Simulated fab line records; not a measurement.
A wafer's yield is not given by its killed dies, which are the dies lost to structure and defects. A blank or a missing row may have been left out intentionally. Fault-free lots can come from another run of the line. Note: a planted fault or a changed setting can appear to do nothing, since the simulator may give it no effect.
What tool caused it? / flow sfq_line / 14 lots with 42 wafers sampled at 2 steps, on a route of 325 steps

== WHAT THE GAUGES SHOWED, per wafer ==
SFQ_I3_BOW_MEAS_922.
lot=L563; measured=day 45 02:06; on=film_metro-03; I3_BOW (um)=15 12 11
lot=L564; measured=day 45 05:36; on=film_metro-02; I3_BOW (um)=14 12 13
lot=L569; measured=day 47 05:43; on=film_metro-03; I3_BOW (um)=-4 1 -2
lot=L570; measured=day 47 15:19; on=film_metro-03; I3_BOW (um)=-1 -15 4
lot=L572; measured=day 48 08:11; on=film_metro-02; I3_BOW (um)=6 10 1
lot=L573; measured=day 49 00:56; on=film_metro-03; I3_BOW (um)=3 6 9
lot=L574; measured=day 49 07:03; on=film_metro-04; I3_BOW (um)=1 8 8
lot=L575; measured=day 50 03:27; on=film_metro-04; I3_BOW (um)=9 8 15
lot=L577; measured=day 50 19:04; on=film_metro-02; I3_BOW (um)=0 3 12 - - -
lot=L578; measured=day 51 01:03; on=film_metro-04; I3_BOW (um)=14 12 5 - - -
lot=L579; measured=day 51 08:10; on=film_metro-04; I3_BOW (um)=11 4 -2
lot=L580; measured=day 51 11:10; on=film_metro-04; I3_BOW (um)=4 -8 -5
lot=L585; measured=day 52 21:03; on=film_metro-03; I3_BOW (um)=-15 -20 -11
lot=L586; measured=day 53 16:52; on=film_metro-03; I3_BOW (um)=3 -3 10

== WHICH TOOL RAN EACH LOT (tool, then ch and the chambers of the sampled wafers, then the start) ==
lot=L563; SFQ_TRILAYER_I3_CMP_CMP_082=cmp-01 ch 2,3, day 44 23:32
lot=L564; SFQ_TRILAYER_I3_CMP_CMP_082=cmp-01 ch 0,2, day 45 03:06
lot=L569; SFQ_TRILAYER_I3_CMP_CMP_082=cmp-02 ch 2,3, day 47 02:43
lot=L570; SFQ_TRILAYER_I3_CMP_CMP_082=cmp-02 ch 0,1,3, day 47 12:19
lot=L572; SFQ_TRILAYER_I3_CMP_CMP_082=cmp-02 ch 0,1, day 48 05:37
lot=L573; SFQ_TRILAYER_I3_CMP_CMP_082=cmp-02 ch 0,2, day 48 22:25
lot=L574; SFQ_TRILAYER_I3_CMP_CMP_082=cmp-02 ch 0,1,3, day 49 04:03
lot=L575; SFQ_TRILAYER_I3_CMP_CMP_082=cmp-01 ch 0,1, day 50 00:27
lot=L577; SFQ_TRILAYER_I3_CMP_CMP_082=cmp-02 ch 0,1,3, day 50 16:03
lot=L578; SFQ_TRILAYER_I3_CMP_CMP_082=cmp-02 ch 0,1, day 50 22:03
lot=L579; SFQ_TRILAYER_I3_CMP_CMP_082=cmp-01 ch 0,1, day 51 05:40
lot=L580; SFQ_TRILAYER_I3_CMP_CMP_082=cmp-01 ch 1,2,3, day 51 09:10
lot=L585; SFQ_TRILAYER_I3_CMP_CMP_082=cmp-01 ch 1,2,3, day 52 18:33
lot=L586; SFQ_TRILAYER_I3_CMP_CMP_082=cmp-01 ch 1,2, day 53 13:52
- SFQ_TRILAYER_I3_CMP_CMP_082: polishes SiO2.

== WHAT THE TOOLS THEMSELVES READ (means of the sampled wafers that have a number; where no wafer has one, the mark that the record gives instead) ==
SFQ_TRILAYER_I3_CMP_CMP_082.
lot=L563; tool=cmp-01; edge_zone_pressure_frac=1.001; motor_current_A (A)=10.5; time_to_endpoint_s (s)=218
lot=L564; tool=cmp-01; edge_zone_pressure_frac=1.001; motor_current_A (A)=10.9; time_to_endpoint_s (s)=228
lot=L569; tool=cmp-02; edge_zone_pressure_frac=1.000; motor_current_A (A)=10.4; time_to_endpoint_s (s)=214
lot=L570; tool=cmp-02; edge_zone_pressure_frac=1.001; motor_current_A (A)=10.1; time_to_endpoint_s (s)=199
lot=L572; tool=cmp-02; edge_zone_pressure_frac=1.005; motor_current_A (A)=9.9; time_to_endpoint_s (s)=213
lot=L573; tool=cmp-02; edge_zone_pressure_frac=1.003; motor_current_A (A)=10.4; time_to_endpoint_s (s)=200
lot=L574; tool=cmp-02; edge_zone_pressure_frac=1.003; motor_current_A (A)=10.1; time_to_endpoint_s (s)=212
lot=L575; tool=cmp-01; edge_zone_pressure_frac=0.995; motor_current_A (A)=10.0; time_to_endpoint_s (s)=203
lot=L577; tool=cmp-02; edge_zone_pressure_frac=1.000; motor_current_A (A)=10.5; time_to_endpoint_s (s)=184
lot=L578; tool=cmp-02; edge_zone_pressure_frac=1.000; motor_current_A (A)=9.9; time_to_endpoint_s (s)=167
lot=L579; tool=cmp-01; edge_zone_pressure_frac=1.005; motor_current_A (A)=10.0; time_to_endpoint_s (s)=208
lot=L580; tool=cmp-01; edge_zone_pressure_frac=0.997; motor_current_A (A)=10.7; time_to_endpoint_s (s)=211
lot=L585; tool=cmp-01; edge_zone_pressure_frac=1.003; motor_current_A (A)=9.9; time_to_endpoint_s (s)=210
lot=L586; tool=cmp-01; edge_zone_pressure_frac=0.999; motor_current_A (A)=11.1; time_to_endpoint_s (s)=205

== THE ANSWER, worked out from the rows above alone ==
Rule: what is usual is taken from the lots themselves. Put in order of their means at a reading, lots are off if they are a third of the lots or fewer, leave a main group of 4 or more, and stand apart from it by a gap of 3 or more times the standard deviation of the main group's means; of several such gaps the widest counts. If all means in a main group match to the digits the tables above print for the reading, that group is not used. A lot without any number at a reading at which 4 lots or more have one is off too. The other lots that the step has rows for count as sound. After the gauges, taken in route order, come the tools' own readings; for these a lot's mean is taken, as printed above. The first step at which some lot is off is used, and at that step the reading that is off furthest; a lot without a number counts as furthest.
No lot is off on any of the readings shown, so nothing can be concluded from this.

== WHAT THE SIMULATOR HAD INSERTED ==
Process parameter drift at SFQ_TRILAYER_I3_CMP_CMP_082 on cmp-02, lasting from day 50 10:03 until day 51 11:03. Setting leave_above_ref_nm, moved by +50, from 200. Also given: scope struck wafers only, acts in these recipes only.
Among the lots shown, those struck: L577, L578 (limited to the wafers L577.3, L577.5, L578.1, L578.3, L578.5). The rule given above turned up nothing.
